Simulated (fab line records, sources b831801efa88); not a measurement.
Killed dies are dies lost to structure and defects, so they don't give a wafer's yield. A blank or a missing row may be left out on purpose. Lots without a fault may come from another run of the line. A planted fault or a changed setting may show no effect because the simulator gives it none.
fab line records | flow sky130
record lots=12 wafers=36 last_day=50
route steps=708 shown VT_ADJUST_HVTP@95 SONOS_ONO@177 SPACER@306 LI_CONTACT@384 PAD_OPEN@708
lots that met no fault: from a run of the same line without faults
start_h: hours from the record's first day to the start of the lot's first wafer shown | wait_h: hours since the lot's step before | " the same as in the row above | L1.1+2: a row that stands for several wafers | - no value, or no start given | * or withheld: withheld | < > ~ a bound
route shown NAME@n: a module of which the file shows steps, and the number in the route of the first | usual: mean/standard deviation of fault-free wafers | same: alike in all rows | chamber/n: place in a boat | sites: the reading at each site | _std_site: their standard deviation | _edge_site: outer sites' mean less inner sites' | radius_mm: how far each site lies from the wafer's centre | mask NAME#n: copy n | behind: the tool/chamber that last shaped the wafer | hold: why the lot was held/for how many hours/how that ended | device: the transistor (n, p or np) that didn't switch | end of line: the same wafers' tests at the end of the route | a step without rows: its recipe alone | killed: dies lost to structure and defects at the first sort, not the wafer's yield | map: a wafer's dies, x killed, . not, _ none there
set.NAME: the setting as run; set.NAME@STEP: as run at that earlier step | model.NAME: the simulator's own value behind a step, which no gauge read
steps of the route over a sample of lots; a table a step, a row a wafer
services: from which hour (start_h, from the record's first day; less than 0 if before it) a tool's chamber was out of use, for how many hours, and why
## steps
# step SKY_VT_ADJUST_HVTP_STRIP_10
# recipe chemistry=O2/N2 power_w=1400 pressure_mtorr=1500 platen_temp_c=withheld o2_flow_sccm=3000 n2_flow_sccm=300 overash_fraction=0.5
# usual drypump_motor_current_A=5.9/0.36 n2_flow_sccm=299.9/0.79 oes_product_au=0.715/0.0046 strip_time_to_endpoint_s=14.19/0.041
# same overash_fraction=0.5
# columns lot.wafer tool chamber start_h wait_h drypump_motor_current_A n2_flow_sccm oes_product_au rf_hours_counter_h strip_time_to_endpoint_s
L998.1 plasma_asher-04 0 122.91 0.1 5.4 299.1 0.719 45 14.24
L998.4 " 0 " " 5.5 298.9 0.720 - 14.24
L998.6 " 1 " " 5.6 301.2 0.719 - 14.24
L999.2 plasma_asher-03 0 129.61 0.1 6.0 300.0 0.719 1 14.18
L999.5 " 1 " " 5.7 300.4 0.721 - 14.18
L999.6 " 0 " " 6.0 300.3 0.714 - 14.20
L106.1 plasma_asher-04 0 175.11 0.1 5.4 298.4 0.714 51 14.23
L106.2 " 1 " " 5.6 301.2 0.717 51 14.23
L106.5 " 0 " " 5.4 299.5 0.717 - 14.24
L108.1 plasma_asher-04 1 182.36 0.1 5.6 299.1 0.712 51 14.19
L108.2 " 0 " " 5.4 301.6 0.715 51 14.16
L108.5 " 0 " " 5.4 300.8 0.712 - 14.20
L110.3 plasma_asher-01 0 200.45 0.1 6.2 299.2 0.711 - 14.15
L110.4 " 1 " " 6.3 300.3 0.719 - 14.19
L110.5 " 1 " " 6.3 299.3 0.717 - 14.18
L111.1 plasma_asher-04 0 205.80 0.1 5.4 299.3 0.717 53 14.19
L111.4 " 1 " " 5.6 300.8 0.706 - 14.17
L111.6 " 0 " " 5.4 300.0 0.716 - 14.15
L114.2 plasma_asher-04 0 222.91 0.1 5.5 300.0 0.721 55 14.11
L114.3 " 1 " " 5.6 299.8 0.722 - 14.17
L114.5 " 1 " " 5.6 300.7 0.721 - 14.19
L116.4 plasma_asher-01 1 236.48 0.1 6.3 300.3 0.722 - 14.15
L116.5 " 0 " " 6.2 299.8 0.714 - 14.15
L116.6 " 1 " " 6.3 299.9 0.717 - 14.17
L117.3 plasma_asher-01 1 242.75 0.1 6.4 297.7 0.712 - 14.24
L117.5 " 1 " " 6.4 299.2 0.714 - 14.19
L117.6 " 0 " " 6.2 299.6 0.711 - 14.20
L119.2 plasma_asher-01 0 257.84 0.1 6.2 299.1 0.716 46 14.16
L119.4 " 1 " " 6.3 299.0 0.723 - 14.13
L119.5 " 1 " " 6.3 299.4 0.714 - 14.08
L120.1 plasma_asher-04 0 261.15 0.1 5.4 299.3 0.711 59 14.21
L120.2 " 1 " " 5.6 300.1 0.720 59 14.19
L120.5 " 1 " " 5.6 300.0 0.725 - 14.24
L121.3 plasma_asher-03 0 267.94 0.1 6.0 300.6 0.717 - 14.20
L121.5 " 0 " " 6.0 301.1 0.716 - 14.15
L121.6 " 1 " " 5.7 301.2 0.716 - 14.22
# step SKY_SONOS_ONO_SOFTBAKE_09
# recipe temp_c=90 time_s=60 resist=NOVOLAK
# usual exhaust_pa=45.0/0.77 heater_power_total_W=56.59/0.045 plate_temp_C=89.99/0.11 run_length_s=89.13/0.19
# columns lot.wafer tool chamber start_h wait_h exhaust_pa heater_power_total_W plate_temp_C run_length_s
L998.1 litho_track-01 0 268.19 0.1 44.7 56.64 90.03 89.21
L998.4 " 0 " " 46.0 56.60 90.02 89.04
L998.6 " 0 " " 45.3 56.55 89.94 89.25
L999.2 litho_track-02 0 275.83 0.1 46.1 56.64 89.97 88.75
L999.5 " 0 " " 46.0 56.63 89.99 88.76
L999.6 " 0 " " 46.5 56.55 89.86 88.89
L106.1 litho_track-03 0 337.68 0.1 44.0 56.64 89.92 89.19
L106.2 " 0 " " 44.1 56.63 89.91 89.38
L106.5 " 0 " " 45.4 56.59 90.05 89.18
L108.1 litho_track-03 0 345.23 0.1 45.9 58.41 - 83.97
L108.2 " 0 " " 44.9 58.30 - 83.87
L108.5 " 0 " " 43.7 58.31 - 83.89
L110.3 litho_track-03 0 367.43 0.1 45.1 58.35 - 83.82
L110.4 " 0 " " 44.1 58.33 - 83.79
L110.5 " 0 " " 45.0 58.26 - 84.17
L111.1 litho_track-03 0 376.23 0.1 45.5 58.35 - 84.08
L111.4 " 0 " " 45.4 58.40 - 84.09
L111.6 " 0 " " 44.3 58.30 - 83.89
L114.2 litho_track-01 0 396.01 0.1 46.1 56.58 90.04 89.03
L114.3 " 0 " " 46.0 56.53 89.84 89.28
L114.5 " 0 " " 46.0 56.64 89.87 89.28
L116.4 litho_track-02 0 416.43 0.1 45.6 56.56 89.83 88.79
L116.5 " 0 " " 44.3 56.55 89.94 88.74
L116.6 " 0 " " 45.6 56.59 89.93 89.13
L117.3 litho_track-01 0 424.84 0.1 43.6 56.60 90.10 89.36
L117.5 " 0 " " 45.3 56.58 90.17 89.22
L117.6 " 0 " " 43.9 56.59 89.92 89.29
L119.2 litho_track-02 0 441.83 0.1 45.2 56.69 90.25 88.92
L119.4 " 0 " " 46.1 56.58 90.10 88.96
L119.5 " 0 " " 44.5 56.56 90.02 88.88
L120.1 litho_track-03 0 448.83 0.1 44.9 56.65 90.03 89.46
L120.2 " 0 " " 44.4 56.62 89.92 89.20
L120.5 " 0 " " 44.8 56.52 89.89 89.39
L121.3 litho_track-02 0 453.56 0.1 44.1 56.64 90.21 88.89
L121.5 " 0 " " 45.0 56.64 90.24 88.91
L121.6 " 0 " " 46.3 56.44 90.03 88.78
# step SKY_SPACER_ETCHBACK_02
# recipe chemistry=CH3F/O2 target=Si3N4 stop_on=SiO2 source_w=400 bias_w=80 pressure_mtorr=25 ch3f_flow_sccm=40 O2_flow_sccm=30 time_s=46.7 target_depth_a=450
# usual drypump_motor_current_A=5.8/0.43 oes_product_au=0.855/0.0056 throttle_valve_pct=10.562/0.0091
# columns lot.wafer tool chamber start_h wait_h drypump_motor_current_A oes_product_au rf_hours_counter_h throttle_valve_pct
L998.1 rie_diel-02 3 526.04 0.1 6.2 0.851 10 10.544
L998.4 " 3 " " 6.2 0.850 - 10.578
L998.6 " 2 " " 6.0 0.858 - 10.570
L999.2 rie_diel-01 3 533.32 0.0 5.5 0.861 2 10.562
L999.5 " 0 " " 5.6 0.855 - 10.560
L999.6 " 1 " " 5.0 0.862 - 10.563
L106.1 rie_diel-01 0 605.51 0.1 5.6 0.857 7 10.551
L106.2 " 2 " " 5.6 0.853 9 10.551
L106.5 " 3 " " 5.5 0.853 - 10.556
L108.1 rie_diel-02 3 610.33 0.1 6.1 0.856 11 10.566
L108.2 " 2 " " 6.0 0.849 12 10.548
L108.5 " 1 " " 6.4 0.839 - 10.558
L110.3 rie_diel-02 1 634.78 0.0 6.5 0.862 7 10.558
L110.4 " 3 " " 6.1 0.854 - 10.552
L110.5 " 2 " " 6.0 0.853 - 10.564
L111.1 rie_diel-02 2 642.44 0.1 6.0 0.859 13 10.560
L111.4 " 1 " " 6.4 0.858 7 10.539
L111.6 " 1 " " 6.4 0.860 - 10.569
L114.2 rie_diel-01 2 660.75 0.0 5.6 0.866 11 10.570
L114.3 " 0 " " 5.6 0.860 8 10.561
L114.5 " 3 " " 5.5 0.860 - 10.551
L116.4 rie_diel-03 3 681.20 0.0 5.9 0.857 - 10.563
L116.5 " 0 " " 6.2 0.855 - 10.561
L116.6 " 2 " " 5.9 0.861 - 10.572
L117.3 rie_diel-02 3 694.19 0.0 6.1 0.847 13 10.565
L117.5 " 0 " " 5.6 0.851 - 10.562
L117.6 " 1 " " 6.5 0.856 - 10.559
L119.2 rie_diel-03 0 717.70 0.0 6.2 0.856 10 10.558
L119.4 " 3 " " 5.9 0.853 4 10.557
L119.5 " 0 " " 6.2 0.860 - 10.569
L120.1 rie_diel-02 3 717.70 0.1 6.2 0.858 14 10.572
L120.2 " 2 " " 5.9 0.847 14 10.557
L120.5 " 1 " " 6.5 0.852 - 10.574
L121.3 rie_diel-01 2 719.77 0.0 5.6 0.854 12 10.571
L121.5 " 0 " " 5.6 0.843 - 10.574
L121.6 " 1 " " 4.9 0.851 - 10.566
# step SKY_LI_CONTACT_RS_MEAS_22
# recipe thk_meas_gauge=four-point-probe reads=W_of_LI_CONTACT_CVD_21+TiN_of_LI_CONTACT_SPUTTER_20+Ti_of_LI_CONTACT_SPUTTER_19
# usual LI_CONTACT_W_RS=0.285/0.0053
# columns lot.wafer tool chamber start_h wait_h LI_CONTACT_W_RS[ohm/sq]
L998.1 film_metro-03 - 674.74 0.1 0.272
L998.4 " - " " 0.275
L998.6 " - " " 0.286
L999.2 film_metro-03 - 682.65 0.1 0.286
L999.5 " - " " 0.289
L999.6 " - " " 0.284
L106.1 film_metro-03 - 749.77 0.1 0.287
L106.2 " - " " 0.289
L106.5 " - " " 0.292
L108.1 film_metro-03 - 753.57 0.1 0.275
L108.2 " - " " 0.287
L108.5 " - " " 0.277
L110.3 film_metro-03 - 777.27 0.1 0.294
L110.4 " - " " 0.279
L110.5 " - " " 0.289
L111.1 film_metro-01 - 785.10 0.1 0.283
L111.4 " - " " 0.283
L111.6 " - " " 0.285
L114.2 film_metro-03 - 802.04 0.1 0.282
L114.3 " - " " 0.280
L114.5 " - " " 0.283
L116.4 film_metro-03 - 820.64 0.1 0.285
L116.5 " - " " 0.286
L116.6 " - " " 0.282
L117.3 film_metro-04 - 833.78 0.1 0.283
L117.5 " - " " 0.282
L117.6 " - " " 0.283
L119.2 film_metro-01 - 854.19 0.1 0.289
L119.4 " - " " 0.283
L119.5 " - " " 0.287
L120.1 film_metro-04 - 854.49 0.1 0.289
L120.2 " - " " 0.275
L120.5 " - " " 0.277
L121.3 film_metro-04 - 855.49 0.1 0.275
L121.5 " - " " 0.277
L121.6 " - " " 0.293
# step SKY_PAD_OPEN_PROBE_99
# usual killed_at_M0_to_M3=42/7.4 killed_at_M4_up=3.3/2.1 killed_at_contacts=24/5.3 killed_at_front_end=15/4.5 killed_at_other=0.3/0.57 killed_dies=84/10 killed_open=46/7.5 killed_short=38/6.4
# same gross_dies=492 killed_at_back_side=0
# columns lot.wafer tool chamber start_h wait_h killed_at_M0_to_M3 killed_at_M4_up killed_at_contacts killed_at_front_end killed_at_other killed_dies killed_open killed_short
L111.1 prober-02 - 1153.16 0.1 52 3 20 5 0 80 38 42
L111.4 prober-02 - 1153.31 0.2 42 8 16 20 0 86 49 37
L111.6 prober-02 - 1153.41 0.2 40 2 29 8 0 79 50 29
# killed by level:class
L111.1 VIA1:geometric_particle:open=10 VIA3:geometric_particle:open=9 VIA1:geometric_particle:short=8 METAL1:geometric_particle:short=7 LI_CONTACT:geometric_particle:open=6 METAL2:geometric_particle:short=5 LI_CONTACT:geometric_particle:short=4 CONTACT:geometric_particle:short=4
L111.4 VIA1:geometric_particle:open=11 VIA2:geometric_particle:open=7 POLY_GATE:geometric_particle:open=6 METAL4:geometric_particle:short=6 FIELD_ISO:geometric_particle:open=5 METAL1:geometric_particle:short=5 VIA3:geometric_particle:open=5 FIELD_ISO:geometric_particle:short=4
L111.6 CONTACT:geometric_particle:open=12 VIA1:geometric_particle:open=11 VIA2:geometric_particle:open=8 VIA3:geometric_particle:open=6 LOCAL_INTERCONNECT:geometric_particle:short=5 LI_CONTACT:geometric_particle:open=5 CONTACT:geometric_particle:short=5 METAL2:geometric_particle:short=4
## services
# columns tool chamber start_h hours kind
rie_diel-02 0 154.97 3.5 repair
rie_diel-01 3 163.16 2.3 repair
rie_diel-02 1 172.13 9.6 repair
rie_diel-02 3 196.83 7.6 repair
rie_diel-01 0 208.43 4.4 repair
rie_diel-02 - 212.59 5.7 repair
rie_diel-02 0 216.29 13.2 repair
rie_diel-01 0 231.30 3.8 repair
rie_diel-01 3 341.99 17.0 repair
plasma_asher-01 - 347.46 2.8 pm
plasma_asher-04 - 446.86 8.8 repair
rie_diel-01 1 450.70 10.2 repair
rie_diel-01 3 459.61 6.3 repair
rie_diel-02 3 470.15 14.1 repair
plasma_asher-04 - 471.02 2.8 pm
rie_diel-01 3 479.71 2.6 repair
rie_diel-02 0 525.29 6.0 repair
rie_diel-02 2 569.20 1.6 repair
rie_diel-01 0 607.92 13.9 repair
rie_diel-01 3 608.68 4.2 repair
rie_diel-01 0 622.67 9.8 repair
rie_diel-01 3 634.01 9.6 repair
plasma_asher-01 - 637.24 0.8 repair
rie_diel-02 2 687.70 9.9 repair
## key
first_sign step=SKY_SONOS_ONO_SOFTBAKE_09 reading=heater_power_total_W direction=up sigmas=39 usual=* struck=*
effect step=SKY_SONOS_ONO_SOFTBAKE_09 reading=run_length_s direction=down sigmas=27 usual=* struck=*
met_at SKY_SONOS_ONO_SOFTBAKE_09
struck_lots L108,L110,L111
tester_left_out L108,L110,L111
not_acting_at SKY_VT_ADJUST_HVTP_STRIP_10,SKY_SPACER_ETCHBACK_02,SKY_LI_CONTACT_RS_MEAS_22
onset_between 337.68 345.23
fault kind=process_parameter_drift tool=litho_track-03 chamber=- onset_h=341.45 steps=SKY_SONOS_ONO_SOFTBAKE_09 channel=time_s offset=* shape=step end_h=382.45 acts_in=* stated=*
# tester_left_out: of these lots the tester's yield and bins aren't shown, on N5 and GAA mostly nor the transistor test; their killed dies are dies lost to structure and defects alone, not to doping, threshold or leakage, so they don't give the yield
